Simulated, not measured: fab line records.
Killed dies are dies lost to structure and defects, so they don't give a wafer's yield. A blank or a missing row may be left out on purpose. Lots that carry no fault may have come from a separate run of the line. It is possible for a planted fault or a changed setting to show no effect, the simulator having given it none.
Which tool was responsible? + flow sky130 + 33 wafers from 11 lots sampled at 2 of the route's 708 steps

## WHAT THE GAUGES READ, wafer by wafer
SKY_POLY_GATE_THK_MEAS_01.
| lot  | measured     | on           | POLY_GATE_CVD_00_THK (nm) |
|------|--------------|--------------|---------------------------|
| L605 | day 14 09:05 | filmMetro-03 | 178.8 178.1 180.1         |
| L606 | day 15 02:58 | filmMetro-01 | 177.1 178.0 178.6         |
| L609 | day 15 12:34 | filmMetro-02 | 178.0 177.9 176.2         |
| L610 | day 15 20:37 | filmMetro-03 | 179.5 180.2 178.5         |
| L614 | day 17 06:07 | filmMetro-02 | 142.2 142.6 142.7         |
| L615 | day 17 15:23 | filmMetro-02 | 140.0 139.9 140.7         |
| L616 | day 18 01:18 | filmMetro-02 | 137.4 137.2 137.9         |
| L623 | day 20 14:10 | filmMetro-03 | 178.8 178.1 178.6         |
| L624 | day 20 21:06 | filmMetro-02 | 180.4 180.0 181.3         |
| L625 | day 21 00:26 | filmMetro-01 | 179.2 178.8 178.9         |
| L627 | day 21 13:57 | filmMetro-02 | 177.1 176.5 178.9         |

## TOOL THAT RAN EACH LOT (tool first, then ch and the chambers of the sampled wafers, then the start)
| lot  | SKY_POLY_GATE_CVD_00        |
|------|-----------------------------|
| L605 | lpcvd-01 ch 1, day 14 07:53 |
| L606 | lpcvd-01 ch 0, day 15 01:45 |
| L609 | lpcvd-01 ch 0, day 15 11:21 |
| L610 | lpcvd-01 ch 0, day 15 19:24 |
| L614 | lpcvd-01 ch 0, day 17 04:53 |
| L615 | lpcvd-01 ch 1, day 17 14:10 |
| L616 | lpcvd-01 ch 1, day 18 00:05 |
| L623 | lpcvd-01 ch 0, day 20 12:56 |
| L624 | lpcvd-01 ch 1, day 20 19:54 |
| L625 | lpcvd-01 ch 0, day 20 23:14 |
| L627 | lpcvd-01 ch 1, day 21 12:08 |
- SKY_POLY_GATE_CVD_00: deposits poly-Si, target thk 180 nm, time 720 s.

## THE ANSWER, worked out from the rows above alone
Rule: the usual values come from the lots themselves. Put in order of their means at a reading, lots are off if they are a third of the lots or fewer, leave a main group of 4 or more, and stand apart from it by a gap of 3 or more times the standard deviation of the main group's means; of several such gaps the widest counts. A main group whose means are all the same, to the digits that the tables above print for the reading, isn't used. Also off: a lot with no number at a reading for which 4 or more lots have one. The other lots that the step has rows for count as sound.
Off: L614, L615, L616, seen at SKY_POLY_GATE_THK_MEAS_01 (POLY_GATE_CVD_00_THK). The main group has a mean of 178.7 nm with a standard deviation of 1.
If a tool, at a process step before that reading, ran all the lots that are off and no sound lot after the first of them, it fits. Gauges at SKY_POLY_GATE_THK_MEAS_01: tried the same way as those tools. None of those tried fits.

## WHAT THE SIMULATOR HAD INSERTED
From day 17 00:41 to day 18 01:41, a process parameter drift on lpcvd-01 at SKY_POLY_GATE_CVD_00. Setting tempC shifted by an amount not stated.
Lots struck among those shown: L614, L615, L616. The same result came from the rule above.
